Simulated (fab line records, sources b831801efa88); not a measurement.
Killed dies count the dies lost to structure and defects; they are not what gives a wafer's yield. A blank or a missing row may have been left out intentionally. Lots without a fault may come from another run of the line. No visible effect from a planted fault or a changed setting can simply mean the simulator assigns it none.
2 desks, one fault ; flow sky130 ; only its own numbers are on each desk; what lay behind them is given at the end

## FROM THE METROLOGY DESK
What the gauges read for every lot (on any tool): the sampled wafers with a number, averaged. The brackets show how far a lot's mean lies from the usual mean; more than 4 standard deviations puts the lot out of limits, marked OUT.
Columns: A = METAL5_ALCU_THK at SKY_METAL5_THK_MEAS_06, usual 1148 nm
lot;first seen here;A
L663;day 43 05:50;1146
L664;day 43 17:44;1154
L666;day 44 02:55;1151
L670;day 45 09:09;1169
L671;day 45 13:52;1165
L672;day 45 18:19;1144
L674;day 46 07:12;1144
L675;day 46 13:55;1151
L676;day 46 17:10;1154
L683;day 48 13:35;1146
L684;day 48 23:08;1135
L685;day 49 03:28;1135
Finding of this desk: none of the 12 lots has anything out of limits.

## FOR THE TOOL OWNER'S DESK: rieDiel-01
The tool's own readings at SKY_PAD_OPEN_ETCH_07 (etches the open film in CF4/O2, stops on AlCu, target depth 725 nm, time 161.1 s): means of the sampled wafers that have a number, for each lot that ran on this tool. The brackets show how far a lot's mean lies from the usual mean; more than 4 standard deviations puts the lot out of limits, marked OUT.
Columns: A = drypumpMotorCurrentA at SKY_PAD_OPEN_ETCH_07, usual 6.0 A; B = oesProductAu at SKY_PAD_OPEN_ETCH_07, usual 0.976 a.u.; C = rfFwdPowerW at SKY_PAD_OPEN_ETCH_07, usual 796.8 W; D = throttleValvePct at SKY_PAD_OPEN_ETCH_07, usual 5.964 %
lot;first seen here;A;B;C;D
L671;day 48 02:59;5.9;0.974;796.2;5.972
L672;day 48 06:50;6.3;0.980;798.5;5.967
L674;day 48 20:35;6.2;0.982;797.9;5.959
L683;day 50 16:50;6.3;0.971;880.5 (+35) OUT;5.967
Finding of this desk: L683 out of limits; the first was L683 at day 50 16:50, on rfFwdPowerW at SKY_PAD_OPEN_ETCH_07. Within limits: L671, L672, L674.

## PUT TOGETHER
The tool owner's desk could have raised an alarm at day 50 16:50, on L683.
The metrology desk saw nothing out of limits.
The metrology desk has L683 on record, within its limits.
Of the lots named, all ran SKY_PAD_OPEN_ETCH_07 on rieDiel-01.

## WHAT HAD BEEN PUT IN BY THE SIMULATOR
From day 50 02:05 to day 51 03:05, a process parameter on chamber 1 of rieDiel-01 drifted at SKY_PAD_OPEN_ETCH_07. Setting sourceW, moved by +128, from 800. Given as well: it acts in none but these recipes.
Lots struck among those shown: L683.
How many hours passed from the start of the fault until each desk's first out-of-limits reading: the tool owner's desk, 15.
